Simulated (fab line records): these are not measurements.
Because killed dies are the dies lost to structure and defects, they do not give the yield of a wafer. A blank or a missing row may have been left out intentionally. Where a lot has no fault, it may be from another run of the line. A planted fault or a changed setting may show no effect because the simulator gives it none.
Chamber matching | flow gf180mcu | 4 sister chambers for GF_V1_CMP_26 on cmp-01
The step polishes, stops on SiO2, t overpolish 15 s, target thk 0 nm. 14 wafers are shown with their chamber, then 7 later ones without.

== WAFERS PAIRED WITH THEIR CHAMBERS ==
wafer  | chamber | motor current A (A) | time to endpoint s (s) | slurry flow ml min
L076.3 | 3       | 12.2                | 90                     | 150.6
L076.4 | 0       | 12.4                | 89                     | 150.3
L076.5 | 2       | 11.8                | 87                     | 150.5
L079.4 | 2       | 12.7                | 88                     | 149.6
L079.5 | 0       | 11.4                | 87                     | 150.3
L079.6 | 1       | 11.5                | 92                     | 150.3
L081.2 | 2       | 12.4                | 84                     | 150.4
L081.3 | 0       | 12.3                | 84                     | 150.2
L081.6 | 1       | 11.0                | 90                     | 150.4
L083.1 | 3       | 12.0                | 80                     | 150.3
L083.3 | 1       | 10.4                | 88                     | 150.4
L083.5 | 0       | 12.4                | 85                     | 149.0
L091.2 | 0       | 12.2                | 82                     | 150.1
L091.4 | 1       | 9.8                 | 88                     | 150.1

SIGNATURES, as means of the wafers listed above
reading            | chamber 0 | chamber 1 | chamber 2 | chamber 3 | scatter within a chamber
motor current A    | 12.140    | 10.675    | 12.300    | 12.100    | 0.527
time to endpoint s | 85.40     | 89.50     | 86.33     | 85.00     | 3.14
slurry flow ml min | 149.980   | 150.300   | 150.167   | 150.450   | 0.427
Rule: a wafer's distance from a chamber is the root of the sum, over the readings, of the square of ((its reading less the chamber's mean) divided by the reading's scatter). If the next closest chamber is less than 2 further off than the closest, the wafer can't be placed; otherwise it belongs to the closest. The scatter is the square root of a quotient: the sum, over the shown wafers, of each reading's squared deviation from its chamber's mean, divided by wafers minus chambers.

== WAFERS MISSING THEIR CHAMBER ==
wafer  | motor current A (A) | time to endpoint s (s) | slurry flow ml min
L091.6 | 12.4                | 78                     | 149.8
L093.4 | 12.1                | 85                     | 150.0
L093.5 | 12.9                | 83                     | 149.4
L093.6 | 10.6                | 93                     | 150.3
L094.1 | 11.9                | 77                     | 149.2
L094.2 | 12.8                | 84                     | 149.9
L094.3 | 12.3                | 83                     | 149.8

== THE CHAMBER EACH PASSED THROUGH ==
wafer  | from the rows above          | in truth
L091.6 | can't be placed: 0 or 3 or 2 | 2
L093.4 | can't be placed: 0 or 2 or 3 | 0
L093.5 | can't be placed: 0 or 2 or 3 | 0
L093.6 | 1                            | 1
L094.1 | can't be placed: 0 or 2 or 3 | 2
L094.2 | can't be placed: 0 or 2 or 3 | 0
L094.3 | can't be placed: 0 or 2 or 3 | 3
1 of 7 placed correctly. Can't be placed from these rows: 6 (the true chamber is among the candidates in 6). Wrongly placed: 0.
